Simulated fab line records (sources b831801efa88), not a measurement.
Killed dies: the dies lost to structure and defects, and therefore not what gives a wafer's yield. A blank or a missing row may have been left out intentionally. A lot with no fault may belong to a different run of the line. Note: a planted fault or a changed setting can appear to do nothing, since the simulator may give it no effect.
Problem report, 8D (eight disciplines) form, completed by code ; flow gf180mcu ; the parts of the form that need people (team, actions taken, sign-off) are left out

== 1. WHAT IS WRONG ==
heater-power-total-W at GF_VT_IMPLANT_SOFTBAKE_03 reads a mean of 74.23 W on 6 wafers of 2 lots; wafers without a fault read 56.60 W with a standard deviation of 0.048. So: +99 or more standard deviations from the usual mean.
The step: time 60 s.
Seen first at day 10 06:02 on litho-track-01, wafer L508.2. The record holds 36 wafers of 12 lots with a number at this step. Rule for "out", or "out of limits": more than 4 standard deviations from the usual mean. The rest of the wafers with a number are treated as sound.

== 2. WHAT THIS IS AND IS NOT ==
question;is;is not
which readings at this step;heater-power-total-W, run-length-s;exhaust-pa
which lots;L508, L509;L489, L492, L493, L494, L495, L497, L504, L506, L511, L512
which wafers of those lots;all that have a number;-
read on which tools;litho-track-01;litho-track-03, litho-track-04
when;from day 10 06:02;"up to then (24 sound wafers); but 6 sound wafers of L511, L512 came after"

== 3. SUSPECTS, AND WHAT RULES EACH OUT ==
Counting: a tool at any process step up to the reading remains a suspect when it ran all the lots that are out and ran no sound lot after the first of those.
- litho-track-01 at GF_VT_IMPLANT_SOFTBAKE_03 (time 60 s): kept. It processed each lot that is out, first L508 at day 10 06:02, and no sound lot thereafter; up to then, the last sound lot it processed was L506 at day 9 16:29. Its own readings are out on those wafers: heater-power-total-W, run-length-s.
Remaining after the count: litho-track-01 at GF_VT_IMPLANT_SOFTBAKE_03.

== 4. THE CAUSE (what the simulator had put in) ==
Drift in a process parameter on litho-track-01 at GF_VT_IMPLANT_SOFTBAKE_03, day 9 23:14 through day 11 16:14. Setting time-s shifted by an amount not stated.
Only this tool survived the counting.

== 5. THE CHAIN OF EFFECTS, in route order ==
Rows list readings where the struck wafers' mean (over those with a number) sits beyond 3 standard deviations from the usual. Only readings for which the record gives a usual standard deviation are gone through. hours: the time from each lot's start at the first step in this table that gives one to its start at this step, as a median over the lots. sigmas: the change in usual standard deviations.
hours;step;reading;usual;on struck wafers;change;sigmas
0;GF_VT_IMPLANT_SOFTBAKE_03;heater-power-total-W;56.60 W;74.23;+17.63;+99 or more
0;GF_VT_IMPLANT_SOFTBAKE_03;run-length-s;89.27 s;54.72;-34.55;-99 or more
9;GF_VT_IMPLANT_STRIP_09;strip-time-to-endpoint-s;12.63 s;12.81;+0.18;+4.9
Its process steps:
- GF_VT_IMPLANT_SOFTBAKE_03: time 60 s.
- GF_VT_IMPLANT_STRIP_09: strips in O2/N2.
Readings that are blank on the struck wafers while sound wafers have them: plate-temp-C at GF_VT_IMPLANT_SOFTBAKE_03.

== 6. WHAT WOULD HAVE CAUGHT IT SOONER ==
In this record the first reading out of limits was taken at day 10 06:02, 7 hours after the fault began at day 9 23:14.
